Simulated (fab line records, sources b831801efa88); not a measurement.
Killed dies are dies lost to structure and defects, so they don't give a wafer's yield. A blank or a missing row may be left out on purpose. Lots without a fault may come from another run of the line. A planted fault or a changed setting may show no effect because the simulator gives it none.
A struck lot beside a sound one | flow sky130 | 17 steps out of a route of 708
Sound: wafers L911.4, L911.5, L911.6. Struck: wafers L918.1, L918.3, L918.4. The cause comes at the end.
At each step with rows: each side's tool, then ch and its chambers, then its first start. Under that, the readings that differ: sound wafers | struck wafers | difference of the means | sigmas: that difference in standard deviations of wafers without a fault.
alike: readings whose means differ by less than 2 such deviations, and words and numbers that are the same on both sides. not compared: withheld readings, readings that some wafer has no value for, bounds like >300 that may hide the same value, and numbers for which the record gives no deviation and whose values overlap.
The two part at a step that has a row with sigmas, a row that says differs or no value, or rows on one side only. Numbers that don't overlap but have no deviation are shown without sigmas and don't part them. A reading that every wafer of one side lacks parts them only if that side has two wafers or more.

first, 1 step without rows for these wafers: SKY_VT_ADJUST_LVTN_IMPLANT_19.
SKY_VT_ADJUST_LVTN_STRIP_20: strips in O2/N2.
  sound on plasma_asher-02 ch 0,1, day 7 19:28; struck on plasma_asher-02 ch 0,1, day 9 23:14
  alike: drypump_motor_current_A, n2_flow_sccm, oes_product_au, strip_time_to_endpoint_s
  not compared: rf_hours_counter_h
SKY_VT_ADJUST_LVTN_TW_MEAS_21:
  sound on film_metro-04, day 7 19:34; struck on film_metro-04, day 9 23:20
  alike: VT_ADJUST_LVTN_2_TW
then, 7 steps without rows for these wafers: SKY_VT_ADJUST_NCORE_DEHYDRATE_00 (time 60 s); SKY_VT_ADJUST_NCORE_HMDS_01 (prime time 60 s); SKY_VT_ADJUST_NCORE_COAT_02 (resist thk 1140 nm); SKY_VT_ADJUST_NCORE_SOFTBAKE_03 (time 60 s); SKY_VT_ADJUST_NCORE_EXPOSE_04 (exposes mask LVTN COMPLEMENT THIN, target cd 380 nm); SKY_VT_ADJUST_NCORE_PEB_05; SKY_VT_ADJUST_NCORE_DEVELOP_06 (develop time 60 s).
SKY_VT_ADJUST_NCORE_CD_MEAS_07: target cd 380 nm.
  sound on cd_sem-01, day 8 16:32; struck on cd_sem-02, day 10 22:19
  alike: cd_nm
SKY_VT_ADJUST_NCORE_OVL_MEAS_08:
  sound on overlay-01, day 8 16:37; struck on overlay-01, day 10 22:26
  reading                  | sound          | struck      | difference | sigmas
  VT_ADJUST_NCORE_OVL (nm) | -2.5 -2.1 -2.9 | 1.6 2.4 2.4 | +4.6       | +3
SKY_VT_ADJUST_NCORE_IMPLANT_09:
  sound on implanter-02 ch 0, day 8 16:43; struck on implanter-03 ch 0, day 10 22:29
  reading                   | sound              | struck               | difference | sigmas
  beam_energy_keV           | 9.995 10.000 9.994 | 14.453 14.443 14.450 | +4.452     | +99 or more
  model.implant.rp_nm (nm)  | 33.49 33.49 33.49  | 49.18 49.18 49.18    | +15.69     |
  model.implant.drp_nm (nm) | 17.11 17.11 17.11  | 22.37 22.37 22.37    | +5.26      |
SKY_VT_ADJUST_NCORE_STRIP_10: strips in O2/N2.
  sound on plasma_asher-04 ch 0,1, day 8 16:49; struck on plasma_asher-04 ch 0,1, day 10 22:38
  alike: drypump_motor_current_A, n2_flow_sccm, oes_product_au, strip_time_to_endpoint_s
  not compared: rf_hours_counter_h
SKY_VT_ADJUST_NCORE_TW_MEAS_11:
  sound on film_metro-01, day 8 16:55; struck on film_metro-01, day 10 22:44
  reading            | sound             | struck            | difference | sigmas
  VT_ADJUST_NCORE_TW | 218.7 220.2 218.3 | 237.4 237.8 237.0 | +18.3      | +12
then, 1 step without rows for these wafers: SKY_VT_ADJUST_HVTR_DEHYDRATE_00 (time 60 s).
-- the record jumps here: 37 days lie between the struck wafers' starts before and after (it left off in module VT_ADJUST_HVTR and takes up again in module PAD_OPEN, whose first step shown is number 708 of the route) --
SKY_PAD_OPEN_PROBE_99:
  sound on prober-01, day 45 23:17; struck on prober-02, day 48 01:32
  reading                                   | sound                         | struck                        | difference | sigmas
  model.etest.nfet_16v.r_on_ohm_um          | 1.407e+04 1.409e+04 1.418e+04 | 1.539e+04 1.544e+04 1.523e+04 | +1.240e+03 |
  model.etest.pfet_16v.drive_ua_um          | 241.4 239.4 236.6             | 255.4 242.8 253.8             | +11.5      |
  model.etest.pfet_g5v0d10v5.off_log10_a_um | -12.63 -12.94 -12.97          | -11.64 -11.73 -11.56          | +1.20      |
  model.etest.pfet_g5v0d10v5.vt_sat_v (V)   | -0.6341 -0.6804 -0.6737       | -0.5759 -0.5974 -0.5598       | +0.0850    |
  model.etest.pfet_16v.vt_v (V)             | -1.117 -1.115 -1.119          | -1.052 -1.055 -1.036          | +0.069     |
  model.etest.nfet_16v.body_rise_v (V)      | 0.6579 0.6684 0.6596          | 0.7062 0.7163 0.7082          | +0.0483    |
  alike: killed_at_M0_to_M3, killed_at_M4_up, killed_at_contacts, killed_at_front_end, killed_at_other, killed_dies, killed_open, killed_short
  not compared: model.etest.res_pwell_under_gate.rs_ohm_sq, model.etest.pfet_g5v0d10v5.vt_v

WHERE THEY PART
First at SKY_VT_ADJUST_NCORE_OVL_MEAS_08; last, within this record, at SKY_VT_ADJUST_NCORE_TW_MEAS_11. Later steps at which nothing parts them and some readings are alike: SKY_PAD_OPEN_PROBE_99.

WHY: what the simulator had put in
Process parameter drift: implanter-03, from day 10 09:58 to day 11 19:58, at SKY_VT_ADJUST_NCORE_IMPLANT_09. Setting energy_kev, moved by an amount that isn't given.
